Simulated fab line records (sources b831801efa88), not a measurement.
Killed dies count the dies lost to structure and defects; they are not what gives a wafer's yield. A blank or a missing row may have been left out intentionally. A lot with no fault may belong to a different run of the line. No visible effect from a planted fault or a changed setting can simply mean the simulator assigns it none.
Commonality check across tools    flow gf180mcu    14 lots and 42 wafers in the sample

## WHY THIS WAS OPENED
GF_VT_IMPLANT_RS_MEAS_47, reading NWELL_RS: flagged on 2 of 14 lots. Wafers without a fault read 487.7 ohm/sq, standard deviation 1.3.
Rule: a lot gets a flag if all its wafers with a number sit over 4 standard deviations from that mean, or if no wafer of it has a number. The other lots count as sound.

lot   measured      on             NWELL_RS (ohm/sq), wafer by wafer  flag
L494  day 7 18:54   film_metro-03  490.1 488.2 490.5                  
L495  day 8 04:04   film_metro-03  487.8 488.3 486.9                  
L496  day 8 11:05   film_metro-03  488.5 488.7 487.7                  
L497  day 8 15:19   film_metro-01  486.7 488.2 488.0                  
L498  day 8 22:22   film_metro-01  488.2 488.4 488.0                  
L502  day 10 04:37  film_metro-03  487.2 486.2 486.4                  
L503  day 10 11:46  film_metro-03  487.8 488.2 487.7                  
L504  day 10 13:43  film_metro-01  488.0 487.8 486.8                  
L505  day 10 23:01  film_metro-03  486.2 486.9 487.5                  
L506  day 11 07:34  film_metro-03  488.5 489.4 489.5                  
L508  day 11 22:19  film_metro-03  486.9 487.1 485.2                  
L512  day 13 00:57  film_metro-01  479.3 479.3 479.2                  FLAGGED
L514  day 13 11:44  film_metro-01  479.2 478.6 479.4                  FLAGGED
L516  day 14 03:35  film_metro-01  486.5 486.3 486.1                  
On average the flagged lots' numbers are 479.2 ohm/sq, which is -8.5 ohm/sq against the usual, or -7 standard deviations.

## WHICH TOOL EACH LOT WENT THROUGH
The record holds 1 process step before the reading, out of a route of 602 steps. Read each cell as the tool, then ch plus the chambers that the sampled wafers visited, then the start.
lot   flag     GF_NWELL_IMPLANT_08
L494           implanter-03 ch 0, day 3 12:08
L495           implanter-02 ch 0, day 3 18:52
L496           implanter-01 ch 0, day 3 23:40
L497           implanter-03 ch 0, day 4 04:17
L498           implanter-01 ch 0, day 4 10:19
L502           implanter-03 ch 0, day 5 09:25
L503           implanter-01 ch 0, day 5 14:56
L504           implanter-01 ch 0, day 5 17:47
L505           implanter-02 ch 0, day 6 01:53
L506           implanter-03 ch 0, day 6 07:31
L508           implanter-02 ch 0, day 6 19:08
L512  FLAGGED  implanter-02 ch 0, day 7 16:28
L514  FLAGGED  implanter-02 ch 0, day 8 02:32
L516           implanter-03 ch 0, day 8 14:05
What is done by these steps:
- GF_NWELL_IMPLANT_08
- GF_VT_IMPLANT_RS_MEAS_47: measures by four-point-probe.

## FLAGGED AGAINST TOTAL, ONE TOOL AT A TIME (gauges that did the reading follow at the end)
step                      tool           lots run  flagged  share of the flagged lots  sound lots run after its first flagged lot
GF_NWELL_IMPLANT_08       implanter-01   4         0        none                       -
GF_NWELL_IMPLANT_08       implanter-02   5         2        all                        0
GF_NWELL_IMPLANT_08       implanter-03   5         0        none                       -
GF_VT_IMPLANT_RS_MEAS_47  film_metro-01  6         2        all                        1 (L516)
GF_VT_IMPLANT_RS_MEAS_47  film_metro-03  8         0        none                       -

## WHAT THE TABLE PERMITS
In 2 table rows, all flagged lots were run: implanter-02 (GF_NWELL_IMPLANT_08), film_metro-01 (GF_VT_IMPLANT_RS_MEAS_47).
- implanter-02 at GF_NWELL_IMPLANT_08 ran 5 lots, 2 of them flagged. It ran its last sound lot, L508, at day 6 19:08 and its first flagged lot, L512, at day 7 16:28: a fault with its onset between the two fits. Its own readings (beam_energy_keV) fall more than 4 standard deviations out on all wafers of the flagged lots.
- film_metro-01 at GF_VT_IMPLANT_RS_MEAS_47 ran 6 lots, 2 of them flagged. Sound lots ran on it after the first flagged one (L516), which a lasting fault on the whole tool wouldn't allow.
Just one tool remains: implanter-02 at GF_NWELL_IMPLANT_08.

## WHAT THE SIMULATOR HAD INSERTED
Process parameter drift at GF_NWELL_IMPLANT_08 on implanter-02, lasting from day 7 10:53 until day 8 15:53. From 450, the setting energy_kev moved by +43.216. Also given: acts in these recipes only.
Lots struck among those shown: L512, L514. The same result came from the rule above.
